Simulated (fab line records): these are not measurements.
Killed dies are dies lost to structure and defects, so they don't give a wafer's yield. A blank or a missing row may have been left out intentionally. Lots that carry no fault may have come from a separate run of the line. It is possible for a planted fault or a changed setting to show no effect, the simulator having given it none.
A struck lot beside a sound one -- flow sky130 -- 21 steps out of a route of 708
Sound: wafers L537.1, L537.3, L537.4. Struck: wafers L551.1, L551.2, L551.4. At the end, the cause is stated.
At each step with rows: each side's tool, then ch and its chambers, then its first start. Under that, the readings that differ: sound wafers -- struck wafers -- difference of the means -- sigmas: that difference in standard deviations of wafers without a fault.
alike: a reading whose means differ by less than 2 such deviations, as well as words and numbers matching on both sides. not compared: withheld readings; readings where some wafer has no value; bounds like >300 that might hide an equal value; numbers whose values overlap and for which the record gives no deviation.
A row with sigmas, a row that says differs or no value, or rows on one side alone: a step with any of these is where the two part. Numbers that don't overlap but have no deviation are shown without sigmas and don't part them. Lack of a reading on every wafer of one side parts them only where that side has two or more wafers.

first, 4 steps without rows for these wafers: SKY_VT_ADJUST_HVTP_SOFTBAKE_03 (time 60 s); SKY_VT_ADJUST_HVTP_EXPOSE_04 (exposes mask HVTPM, target cd 380 nm); SKY_VT_ADJUST_HVTP_PEB_05; SKY_VT_ADJUST_HVTP_DEVELOP_06 (develop time 60 s).
SKY_VT_ADJUST_HVTP_CD_MEAS_07: target cd 380 nm.
  sound: cd-sem-02 at day 6 13:32; struck: cd-sem-02 at day 10 08:38
  alike: cd-nm
SKY_VT_ADJUST_HVTP_OVL_MEAS_08:
  sound: overlay-01 at day 6 13:39; struck: overlay-01 at day 10 08:45
  alike: VT_ADJUST_HVTP_OVL
following that, these wafers have no rows for 1 step: SKY_VT_ADJUST_HVTP_IMPLANT_09.
SKY_VT_ADJUST_HVTP_STRIP_10: strips in O2/N2.
  sound on plasma-asher-04 ch 0,1, day 6 13:50; struck on plasma-asher-04 ch 0,1, day 10 08:56
  alike: chamber-pressure-mTorr, drypump-motor-current-A, oes-product-au, strip-time-to-endpoint-s
  not compared: rf-hours-counter-h
SKY_VT_ADJUST_HVTP_TW_MEAS_11:
  sound: film-metro-04 at day 6 13:56; struck: film-metro-03 at day 10 09:02
  alike: VT_ADJUST_HVTP_TW
then, 3 steps without rows for these wafers: SKY_VT_ADJUST_LVTN_DEHYDRATE_00 (time 60 s); SKY_VT_ADJUST_LVTN_HMDS_01 (prime time 60 s); SKY_VT_ADJUST_LVTN_COAT_02 (resist thk 3000 nm).
SKY_VT_ADJUST_LVTN_SOFTBAKE_03:
  sound on litho-track-01 ch 0, day 6 23:26; struck on litho-track-04 ch 0, day 10 18:47
reading,sound,struck,difference,sigmas
heater-power-total-W (W),65.19 65.41 65.45,63.33 63.05 63.40,-2.09,-15
plate-temp-C (C),110.12 110.04 110.06,107.14 107.26 107.18,-2.88,-21
then, 2 steps without rows for these wafers: SKY_VT_ADJUST_LVTN_EXPOSE_04 (exposes mask NWM COMPLEMENT LESS NATIVE, target cd 840 nm); SKY_VT_ADJUST_LVTN_PEB_05.
SKY_VT_ADJUST_LVTN_DEVELOP_06: develop time 60 s.
  sound: litho-track-04 ch 0; struck: litho-track-01 ch 0
reading,sound,struck,difference,sigmas
model.coat_of_VT_ADJUST_LVTN_COAT_02.thk-nm (nm),2997 2990 2992,3017 3012 3032,+27,
  alike: developer-temp-C
SKY_VT_ADJUST_LVTN_OVL_MEAS_07:
  sound: overlay-01 at day 7 09:23; struck: overlay-02 at day 11 06:14
  alike: VT_ADJUST_LVTN_OVL
following that, these wafers have no rows for 1 step: SKY_VT_ADJUST_LVTN_IMPLANT_08.
SKY_VT_ADJUST_LVTN_STRIP_09: strips in O2/N2.
  sound on plasma-asher-01 ch 0,1, day 7 09:34; struck on plasma-asher-04 ch 0,1, day 11 06:25
reading,sound,struck,difference,sigmas
strip-time-to-endpoint-s (s),36.94 36.86 36.88,37.17 37.10 37.33,+0.31,+3
  alike: chamber-pressure-mTorr, drypump-motor-current-A, oes-product-au
  not compared: rf-hours-counter-h
SKY_VT_ADJUST_LVTN_TW_MEAS_10:
  sound: film-metro-02 at day 7 09:40; struck: film-metro-03 at day 11 06:31
  alike: VT_ADJUST_LVTN_TW
following that, these wafers have no rows for 1 step: SKY_PAD_OPEN_PROBE_99.

## WHERE THEY PART
At SKY_VT_ADJUST_LVTN_SOFTBAKE_03 first; at SKY_VT_ADJUST_LVTN_STRIP_09 last (within this record only). Later steps at which nothing parts them and some readings are alike: SKY_VT_ADJUST_LVTN_TW_MEAS_10.

WHY: whatever the simulator had introduced
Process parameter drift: litho-track-04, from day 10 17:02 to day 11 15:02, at SKY_VT_ADJUST_LVTN_SOFTBAKE_03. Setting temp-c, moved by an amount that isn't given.
